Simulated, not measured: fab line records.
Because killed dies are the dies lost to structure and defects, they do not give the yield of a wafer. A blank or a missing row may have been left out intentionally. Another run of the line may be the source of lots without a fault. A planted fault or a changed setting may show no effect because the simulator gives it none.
What tool caused it? | flow sky130 | 13 lots with 39 wafers sampled at 4 steps, on a route of 708 steps

WHAT THE GAUGES READ, wafer by wafer
SKY_VIA2_THK_MEAS_01.
lot  | measured     | on            | VIA2_HDPCVD_THK (nm)
L411 | day 35 12:03 | film_metro-04 | 1195 1215 1167
L412 | day 35 23:55 | film_metro-03 | 1160 1182 1151
L413 | day 36 08:36 | film_metro-04 | 1180 1174 1182
L414 | day 36 17:03 | film_metro-01 | 1167 1180 1194
L415 | day 36 21:10 | film_metro-01 | 1189 1157 1169
L418 | day 37 15:50 | film_metro-03 | 1167 1180 1177
L420 | day 38 10:19 | film_metro-01 | 1156 1207 1193
L422 | day 38 21:12 | film_metro-03 | 1176 1174 1164
L428 | day 40 13:05 | film_metro-01 | 1155 1164 1184
L429 | day 40 19:04 | film_metro-04 | 1185 1181 1163
L430 | day 41 08:52 | film_metro-04 | 1187 1159 1204
L432 | day 41 14:02 | film_metro-01 | 1176 1165 1154
L434 | day 42 07:40 | film_metro-04 | 1169 1190 1160

WHICH TOOL RAN EACH LOT (tool, then ch and the chambers of the sampled wafers, then the start)
lot  | SKY_LDD_P_IMPLANT_09            | SKY_CONTACT_SPUTTER_23       | SKY_METAL2_ETCH_18
L411 | implanter-04 ch 0, day 19 04:31 | pvd_sputter-03, day 31 22:12 | rie_metal-02 ch 1, day 35 10:59
L412 | implanter-03 ch 0, day 19 16:34 | pvd_sputter-03, day 32 10:47 | rie_metal-02 ch 0,1, day 35 23:00
L413 | implanter-01 ch 0, day 20 09:35 | pvd_sputter-02, day 32 19:43 | rie_metal-01 ch 0,1, day 36 07:43
L414 | implanter-04 ch 0, day 20 13:02 | pvd_sputter-04, day 33 04:29 | rie_metal-01 ch 0,1, day 36 16:10
L415 | implanter-04 ch 0, day 20 16:31 | pvd_sputter-04, day 33 08:40 | rie_metal-01 ch 0,1, day 36 20:16
L418 | implanter-04 ch 0, day 21 22:22 | pvd_sputter-02, day 34 04:58 | rie_metal-01 ch 0,1, day 37 14:56
L420 | implanter-01 ch 0, day 22 17:34 | pvd_sputter-02, day 34 22:51 | rie_metal-01 ch 0,1, day 38 09:25
L422 | implanter-01 ch 0, day 23 08:01 | pvd_sputter-02, day 35 11:15 | rie_metal-03 ch 0,1, day 38 20:18
L428 | implanter-01 ch 0, day 25 09:35 | pvd_sputter-04, day 37 04:40 | rie_metal-01 ch 0,1, day 40 12:12
L429 | implanter-01 ch 0, day 25 14:58 | pvd_sputter-04, day 37 09:55 | rie_metal-02 ch 0,1, day 40 18:10
L430 | implanter-01 ch 0, day 26 08:01 | pvd_sputter-03, day 38 01:59 | rie_metal-03 ch 0,1, day 41 07:54
L432 | implanter-03 ch 0, day 26 10:44 | pvd_sputter-02, day 38 06:10 | rie_metal-01 ch 1, day 41 13:10
L434 | implanter-04 ch 0, day 27 10:35 | pvd_sputter-03, day 38 23:43 | rie_metal-01 ch 0,1, day 42 06:47
- SKY_LDD_P_IMPLANT_09
- SKY_CONTACT_SPUTTER_23: material TiN, target thk 20 nm, time 80 s.
- SKY_METAL2_ETCH_18: etches BARC in N2/H2, stops on SiO2, time 45.9 s, target depth 60 nm.

WHAT THE TOOLS THEMSELVES READ (means of the sampled wafers that have a number; where no wafer has one, the mark that the record gives instead)
SKY_LDD_P_IMPLANT_09.
lot  | tool         | dose_ions_cm2
L411 | implanter-04 | 1.000e+13
L412 | implanter-03 | 1.000e+13
L413 | implanter-01 | 9.996e+12
L414 | implanter-04 | 9.993e+12
L415 | implanter-04 | 9.995e+12
L418 | implanter-04 | 9.984e+12
L420 | implanter-01 | 1.001e+13
L422 | implanter-01 | 9.999e+12
L428 | implanter-01 | 1.001e+13
L429 | implanter-01 | 9.681e+12
L430 | implanter-01 | 9.659e+12
L432 | implanter-03 | 1.001e+13
L434 | implanter-04 | 9.991e+12

SKY_CONTACT_SPUTTER_23.
lot  | tool           | chamber_pressure_pa (Pa) | throttle_valve_pct (%)
L411 | pvd_sputter-03 | 4.998                    | 30.0
L412 | pvd_sputter-03 | 4.999                    | 30.3
L413 | pvd_sputter-02 | 5.000                    | 30.7
L414 | pvd_sputter-04 | 4.996                    | 29.9
L415 | pvd_sputter-04 | 4.994                    | 29.8
L418 | pvd_sputter-02 | 5.004                    | 30.8
L420 | pvd_sputter-02 | 4.993                    | 30.8
L422 | pvd_sputter-02 | 4.997                    | 30.8
L428 | pvd_sputter-04 | 5.000                    | 30.2
L429 | pvd_sputter-04 | 5.000                    | 30.0
L430 | pvd_sputter-03 | 5.010                    | 30.2
L432 | pvd_sputter-02 | 5.000                    | 29.4
L434 | pvd_sputter-03 | 5.000                    | 30.6

SKY_METAL2_ETCH_18.
lot  | tool         | drypump_motor_current_A (A) | oes_product_au (a.u.) | throttle_valve_pct (%)
L411 | rie_metal-02 | 5.9                         | 0.852                 | 13.228
L412 | rie_metal-02 | 5.8                         | 0.861                 | 13.226
L413 | rie_metal-01 | 5.1                         | 0.853                 | 13.229
L414 | rie_metal-01 | 5.5                         | 0.853                 | 13.224
L415 | rie_metal-01 | 5.1                         | 0.855                 | 13.229
L418 | rie_metal-01 | 5.1                         | 0.859                 | 13.221
L420 | rie_metal-01 | 5.1                         | 0.856                 | 13.227
L422 | rie_metal-03 | 5.5                         | 0.852                 | 13.224
L428 | rie_metal-01 | 5.5                         | 0.856                 | 13.220
L429 | rie_metal-02 | 5.6                         | 0.855                 | 13.215
L430 | rie_metal-03 | 5.8                         | 0.854                 | 13.218
L432 | rie_metal-01 | 5.9                         | 0.857                 | 13.229
L434 | rie_metal-01 | 5.1                         | 0.860                 | 13.225

THE ANSWER, worked out from the rows above alone
Rule: the usual values come from the lots themselves. Put in order of their means at a reading, lots are off if they are a third of the lots or fewer, leave a main group of 4 or more, and stand apart from it by a gap of 3 or more times the standard deviation of the main group's means; of several such gaps the widest counts. A main group is skipped when, at the precision printed for the reading in the tables above, its means are all equal. Also off: a lot with no number at a reading for which 4 or more lots have one. Where the step has rows for the other lots, those lots are counted as sound. Order of review: gauges by route order, followed by the tools' own readings, for which a lot's mean as printed above is used. At the first step where some lot is off, the reading lying furthest off is the one used; lots without a number count as furthest.
Off at SKY_LDD_P_IMPLANT_09 (dose_ions_cm2): L429, L430. Mean 9.999e+12 and standard deviation 8.1e+09 in the main group.
If a tool, at that step or one of the process steps before it, ran each lot that is off and ran no sound lot following the first of them, it fits. One fits: SKY_LDD_P_IMPLANT_09 on implanter-01. A fault onset in the window from L428 (day 25 09:35, its last sound lot) to L429 (day 25 14:58, its first lot off) fits.
On the lots that are off, the tool's own readings at SKY_LDD_P_IMPLANT_09 differ by more than 5 times the standard deviation of the sound lots' means, which bears it out; dose_ions_cm2 reads 9.670e+12 there versus 9.999e+12 on the sound lots.

WHAT HAD BEEN PUT IN BY THE SIMULATOR
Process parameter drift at SKY_LDD_P_IMPLANT_09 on implanter-01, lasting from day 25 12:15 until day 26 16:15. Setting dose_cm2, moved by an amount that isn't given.
Shown lots that were struck: L429, L430. This agrees with what the rule above found.
